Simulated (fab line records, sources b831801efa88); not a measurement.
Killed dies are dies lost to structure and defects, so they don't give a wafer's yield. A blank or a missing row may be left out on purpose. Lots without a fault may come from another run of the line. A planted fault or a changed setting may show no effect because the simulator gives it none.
Chamber matching | flow sky130 | SKY_VIA1_CMP_02 on cmp-02: 4 sister chambers
The step polishes SiO2. 8 wafers are shown with their chamber, then 7 later ones without.

WAFERS WITH THEIR CHAMBER
wafer  | chamber | motor_current_A (A) | retaining_ring_pressure_frac
L163.2 | 3       | 11.9                | 0.994
L167.3 | 2       | 13.4                | 1.001
L167.6 | 2       | 12.4                | 0.991
L172.2 | 3       | 12.1                | 0.992
L172.3 | 1       | 12.0                | 1.006
L172.4 | 0       | 12.8                | 1.005
L173.3 | 1       | 11.6                | 1.001
L173.5 | 0       | 12.5                | 1.002

WAFERS WITHOUT THEIR CHAMBER
wafer  | motor_current_A (A) | retaining_ring_pressure_frac
L173.6 | 12.0                | 0.997
L176.2 | 12.3                | 1.004
L176.3 | 11.7                | 1.005
L176.4 | 12.9                | 1.000
L181.1 | 13.0                | 1.012
L181.3 | 12.4                | 0.994
L181.6 | 13.7                | 1.005

WHICH CHAMBER EACH WENT THROUGH
wafer  | from the rows above               | in truth
L173.6 | can't be placed: 3 or 1 or 0 or 2 | 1
L176.2 | can't be placed: 0 or 1 or 2 or 3 | 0
L176.3 | can't be placed: 1 or 0           | 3
L176.4 | can't be placed: 2 or 0 or 3 or 1 | 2
L181.1 | can't be placed: 0 or 1 or 2      | 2
L181.3 | can't be placed: 3 or 2 or 0 or 1 | 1
L181.6 | can't be placed: 0 or 2           | 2
Placed correctly: 0 of 7. Can't be placed from these rows: 7 (the true chamber is among the candidates in 6). Placed wrongly: 0.
How it was worked out, from the rows above alone: a wafer's distance from a chamber is the root of the sum, over the readings, of the square of ((its reading less the chamber's mean) divided by the reading's scatter). The wafer belongs to the nearest chamber; if the next one is less than 2 further off, it can't be placed. A chamber's mean is the mean of its shown wafers. The scatter: the root of (the sum of the squares of (reading less its chamber's mean) over the shown wafers, divided by (wafers less chambers)).
